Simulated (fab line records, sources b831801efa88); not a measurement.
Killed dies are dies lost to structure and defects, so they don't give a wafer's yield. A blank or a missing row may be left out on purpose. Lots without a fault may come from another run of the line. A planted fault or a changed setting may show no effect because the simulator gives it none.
A struck lot beside a sound one | flow sky130 | 16 steps out of a route of 708
Sound: wafers L172.3, L172.5, L172.6. Struck: wafers L175.1, L175.3, L175.5. The cause comes at the end.
At each step with rows: each side's tool, then ch and its chambers, then its first start. Under that, the readings that differ: sound wafers | struck wafers | difference of the means | sigmas: that difference in standard deviations of wafers without a fault.
alike: readings whose means differ by less than 2 such deviations, and words and numbers that are the same on both sides. not compared: withheld readings, readings that some wafer has no value for, bounds like >300 that may hide the same value, and numbers for which the record gives no deviation and whose values overlap.
The two part at a step that has a row with sigmas, a row that says differs or no value, or rows on one side only. Numbers that don't overlap but have no deviation are shown without sigmas and don't part them. A reading that every wafer of one side lacks parts them only if that side has two wafers or more.

first, 5 steps without rows for these wafers: SKY_POLY_GATE_COAT_08 (resist thk 450 nm); SKY_POLY_GATE_SOFTBAKE_09 (time 90 s); SKY_POLY_GATE_EXPOSE_10 (exposes mask P1M, target cd 150 nm); SKY_POLY_GATE_PEB_11; SKY_POLY_GATE_DEVELOP_12 (develop time 60 s).
SKY_POLY_GATE_CD_MEAS_13: target cd 150 nm.
  sound on cd_sem-01, day 19 14:30; struck on cd_sem-01, day 20 07:43
  alike: cd_nm
SKY_POLY_GATE_OVL_MEAS_14:
  sound on overlay-01, day 19 14:36; struck on overlay-01, day 20 07:50
  alike: POLY_GATE_OVL
SKY_POLY_GATE_ETCH_15: etches BARC in N2/H2, stops on SiO2, time 118.5 s, target depth 110 nm.
  sound on rie_diel-02 ch 0,1,3, day 19 14:37; struck on rie_diel-04 ch 0,1, day 20 07:53
  alike: bias_w, drypump_motor_current_A, h2_flow_sccm, oes_product_au, rf_fwd_power_W, throttle_valve_pct
  not compared: rf_hours_counter_h
SKY_POLY_GATE_ETCH_16: etches Si3N4 in CH3F/O2, stops on poly-Si, time 147.5 s, target depth 75 nm.
  sound on rie_diel-02 ch 0,1,3, day 19 14:42; struck on rie_diel-04 ch 0,1, day 20 07:58
  alike: bias_w, drypump_motor_current_A, oes_product_au, rf_fwd_power_W, throttle_valve_pct
  not compared: rf_hours_counter_h
SKY_POLY_GATE_ETCH_17: etches poly-Si in HBr/Cl2, stops on SiO2, target depth 180 nm, time 70.5 s.
  sound on rie_si-01 ch 0,1, day 19 14:48; struck on rie_si-02 ch 0,2,3, day 20 08:04
  alike: bias_w, drypump_motor_current_A, oes_product_au, rf_fwd_power_W, throttle_valve_pct
  not compared: rf_hours_counter_h
SKY_POLY_GATE_STRIP_18: strips in O2/N2.
  sound on plasma_asher-04 ch 0,1, day 19 14:53; struck on plasma_asher-02 ch 0,1, day 20 08:07
  alike: drypump_motor_current_A, oes_product_au, strip_time_to_endpoint_s
  not compared: rf_hours_counter_h
then, 1 step without rows for these wafers: SKY_POLY_GATE_CLEAN_19 (cleans in SC1/SC2, time 150 s).
SKY_POLY_GATE_OXIDATION_20: stabilise 600 s, purge 300 s, target thk 4 nm.
  sound on furnace-02 ch 0, day 19 17:01; struck on furnace-02 ch 0, day 20 09:10
  reading                                          | sound             | struck            | difference | sigmas
  spike_tc_centre_C (C)                            | 848.7 850.2 849.6 | 900.7 902.5 900.3 | +51.7      | +47
  spike_tc_lower_C (C)                             | 849.2 850.8 850.4 | 843.5 843.2 842.8 | -7.0       | -7
  spike_tc_upper_C (C)                             | 849.8 849.9 849.6 | 844.4 845.0 843.5 | -5.5       | -5
  zone_power_centre_pct (%)                        | 18.7 18.8 18.9    | 38.3 38.0 38.2    | +19.4      | +20
  zone_power_lower_pct (%)                         | 16.6 16.3 16.4    | 7.5 7.5 7.6       | -8.9       | -11
  zone_power_upper_pct (%)                         | 15.13 15.31 15.22 | 7.08 7.00 7.12    | -8.15      | -37
  model.SiO2_of_POLY_GATE_OXIDATION_20.thk_nm (nm) | 3.932 4 3.978     | 5.135 5.274 5.215 | +1.238     |
SKY_POLY_GATE_THK_MEAS_21:
  sound on film_metro-02, day 19 18:17; struck on film_metro-04, day 20 10:25
  reading                      | sound          | struck         | difference | sigmas
  POLY_GATE_OXIDATION_THK (nm) | 3.93 4.04 4.02 | 5.14 5.29 5.19 | +1.21      | +15
SKY_POLY_GATE_CD_MEAS_22:
  sound on cd_sem-02, day 19 18:26; struck on cd_sem-01, day 20 10:28
  alike: cd_nm
-- the record jumps here: 28 days lie between the struck wafers' starts before and after (it left off in module POLY_GATE and takes up again in module PAD_OPEN, whose first step shown is number 708 of the route) --
SKY_PAD_OPEN_PROBE_99:
  sound on prober-01, day 48 09:34; struck on prober-02, day 48 15:38
  reading                         | sound             | struck            | difference | sigmas
  model.etest.tip_sonos.rs_ohm_sq | 2638 2664 2662    | 2896 2886 2959    | +259       |
  model.etest.tip_p.rs_ohm_sq     | 6966 6925 6955    | 6975 7083 7009    | +74        |
  model.etest.tip_n.rs_ohm_sq     | 442.7 438.6 441.2 | 455.5 461.6 457.3 | +17.3      |
  model.etest.res_pdiff.rs_ohm_sq | 199.3 198 199.8   | 202.1 200.7 201.4 | +2.4       |
  model.etest.res_ndiff.rs_ohm_sq | 121.5 120 121.1   | 124.6 123.5 124.2 | +3.2       |
  alike: killed_at_M0_to_M3, killed_at_M4_up, killed_at_contacts, killed_at_front_end, killed_at_other, killed_dies, killed_open, killed_short
  not compared: model.etest.res_pdiff.line_ohm_um

WHERE THEY PART
First at SKY_POLY_GATE_OXIDATION_20; last, within this record, at SKY_POLY_GATE_THK_MEAS_21. Later steps at which nothing parts them and some readings are alike: SKY_POLY_GATE_CD_MEAS_22, SKY_PAD_OPEN_PROBE_99.

WHY: what the simulator had put in
Process parameter drift: furnace-02, from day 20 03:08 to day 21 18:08, at SKY_POLY_GATE_OXIDATION_20. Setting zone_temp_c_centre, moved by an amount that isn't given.
